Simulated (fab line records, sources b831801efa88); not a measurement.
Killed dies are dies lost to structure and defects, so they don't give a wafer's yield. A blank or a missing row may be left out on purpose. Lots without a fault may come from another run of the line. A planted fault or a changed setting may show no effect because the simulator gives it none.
Which tool did it? | flow sfq_line | 15 lots, 43 wafers sampled, at 2 steps of a route of 325

WHAT THE GAUGES READ, wafer by wafer
SFQ_I0_BOW_MEAS_907. Usual: I0_BOW -1 um, standard deviation 6.5.
lot  | measured     | on            | I0_BOW (um)  | flag
L609 | day 10 21:45 | film_metro-02 | -10 -12 -4   |
L610 | day 11 11:23 | film_metro-04 | -4 1 -2      |
L611 | day 11 18:36 | film_metro-04 | -4 -8 3      |
L612 | day 12 15:38 | film_metro-01 | -2 -3 -1     |
L613 | day 13 00:28 | film_metro-04 | 14 4 -4      |
L614 | day 13 10:28 | film_metro-01 | -5 -7 2      |
L617 | day 14 09:35 | film_metro-01 | -1 -1 -5     |
L618 | day 14 14:23 | film_metro-02 | 0 6 -3       |
L620 | day 15 04:34 | film_metro-01 | 10 15 - -    |
L623 | day 16 07:13 | film_metro-04 | 0 1 -2 - - - |
L624 | day 16 18:05 | film_metro-02 | -4 -6 - -    |
L629 | day 19 22:55 | film_metro-02 | 11 1 -1      |
L630 | day 20 13:16 | film_metro-04 | 10 5 -8      |
L631 | day 20 18:39 | film_metro-02 | -12 -3 -9    |
L632 | day 21 01:53 | film_metro-02 | 0 -2 -3      |

WHICH TOOL RAN EACH LOT (tool, then ch and the chambers of the sampled wafers, then the start)
lot  | SFQ_TRILAYER_I0_CMP_CMP_028
L609 | cmp-02 ch 0,2,3, day 10 19:15
L610 | cmp-02 ch 0,1,3, day 11 08:52
L611 | cmp-01 ch 0,1,3, day 11 15:36
L612 | cmp-02 ch 0,2,3, day 12 12:38
L613 | cmp-01 ch 1,3, day 12 21:58
L614 | cmp-02 ch 1,2,3, day 13 07:28
L617 | cmp-02 ch 0,1,3, day 14 06:35
L618 | cmp-02 ch 0,1,2, day 14 11:23
L620 | cmp-02 ch 0,3, day 15 01:31
L623 | cmp-02 ch 2,3, day 16 04:40
L624 | cmp-02 ch 0,2, day 16 15:05
L629 | cmp-02 ch 0,1,2, day 19 20:55
L630 | cmp-01 ch 1,2,3, day 20 10:16
L631 | cmp-02 ch 0,2,3, day 20 15:38
L632 | cmp-02 ch 0,1,2, day 20 23:22
- SFQ_TRILAYER_I0_CMP_CMP_028: polishes SiO2.

WHAT THE TOOLS THEMSELVES READ (means of the sampled wafers that have a number; where no wafer has one, the mark that the record gives instead)
SFQ_TRILAYER_I0_CMP_CMP_028. Usual: motor_current_A 9.9 A, standard deviation 0.52; slurry_flow_ml_min 150.0, standard deviation 0.5; time_to_endpoint_s 213 s, standard deviation 7.2.
lot  | tool   | motor_current_A (A) | slurry_flow_ml_min | time_to_endpoint_s (s) | flag
L609 | cmp-02 | 9.9                 | 150.3              | 214                    |
L610 | cmp-02 | 9.7                 | 150.0              | 216                    |
L611 | cmp-01 | 9.8                 | 150.4              | 217                    |
L612 | cmp-02 | 9.9                 | 149.8              | 212                    |
L613 | cmp-01 | 9.5                 | 149.9              | 211                    |
L614 | cmp-02 | 10.1                | 150.2              | 213                    |
L617 | cmp-02 | 9.6                 | 150.1              | 207                    |
L618 | cmp-02 | 10.1                | 149.5              | 210                    |
L620 | cmp-02 | 9.6                 | 149.2              | 216                    |
L623 | cmp-02 | 10.4                | 150.1              | 221                    |
L624 | cmp-02 | 10.1                | 150.8              | 222                    |
L629 | cmp-02 | 10.1                | 150.3              | 206                    |
L630 | cmp-01 | 9.9                 | 150.3              | 210                    |
L631 | cmp-02 | 9.9                 | 149.6              | 219                    |
L632 | cmp-02 | 10.1                | 149.5              | 215                    |

THE ANSWER, worked out from the rows above alone
Rule: a lot is off if the mean of its wafers that have a number lies more than 3 standard deviations from the usual mean. A lot without any number at a reading at which 4 lots or more have one is off too. The other lots that the step has rows for count as sound. The gauges are gone through in route order, then the tools' own readings, and for those a lot's mean is taken as printed above. The first step at which some lot is off is used, and at that step the reading that is off furthest; a lot without a number counts as furthest.
No lot is off at any reading shown: from this, nothing can be told.

WHAT THE SIMULATOR HAD PUT IN
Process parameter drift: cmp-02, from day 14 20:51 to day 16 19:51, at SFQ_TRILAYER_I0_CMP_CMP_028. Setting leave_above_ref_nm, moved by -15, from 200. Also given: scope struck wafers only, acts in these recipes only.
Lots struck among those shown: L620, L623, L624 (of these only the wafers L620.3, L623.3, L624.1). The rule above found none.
